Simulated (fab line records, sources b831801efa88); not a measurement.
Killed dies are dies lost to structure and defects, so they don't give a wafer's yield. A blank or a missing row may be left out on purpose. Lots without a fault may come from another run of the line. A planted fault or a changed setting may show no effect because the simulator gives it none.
Which tool did it? | flow gf180mcu | 12 lots, 36 wafers sampled, at 1 step of a route of 602

WHAT THE GAUGES READ, wafer by wafer
GF_PSD_OVL_MEAS_08.
lot  | measured     | on         | PSD_OVL (nm)
L075 | day 14 15:13 | overlay-02 | -0.5 -0.3 0.0
L077 | day 15 07:28 | overlay-02 | -0.4 0.6 1.0
L079 | day 16 09:55 | overlay-01 | 0.3 -0.6 -0.4
L081 | day 16 20:01 | overlay-01 | -0.8 -1.1 -1.3
L083 | day 17 07:42 | overlay-02 | -2.1 -0.9 -1.1
L085 | day 18 00:40 | overlay-01 | -0.1 0.3 -0.2
L087 | day 18 18:35 | overlay-02 | 0.0 -1.5 -1.3
L089 | day 19 11:31 | overlay-01 | -0.3 -0.4 -1.0
L091 | day 20 01:56 | overlay-02 | -1.9 0.3 -2.7
L093 | day 20 20:56 | overlay-02 | -1.0 -0.8 -1.8
L095 | day 21 12:47 | overlay-02 | -3.2 -1.7 -3.0
L097 | day 22 07:10 | overlay-02 | 0.0 -0.7 0.9

WHICH TOOL RAN EACH LOT (tool, then ch and the chambers of the sampled wafers, then the start)
The record holds no process step before these readings.

THE ANSWER, worked out from the rows above alone
Rule: what is usual is taken from the lots themselves. Put in order of their means at a reading, lots are off if they are a third of the lots or fewer, leave a main group of 4 or more, and stand apart from it by a gap of 3 or more times the standard deviation of the main group's means; of several such gaps the widest counts. A main group whose means are all the same, to the digits that the tables above print for the reading, isn't used. A lot without any number at a reading at which 4 lots or more have one is off too. The other lots that the step has rows for count as sound.
No lot is off at any reading shown: from this, nothing can be told.

WHAT THE SIMULATOR HAD PUT IN
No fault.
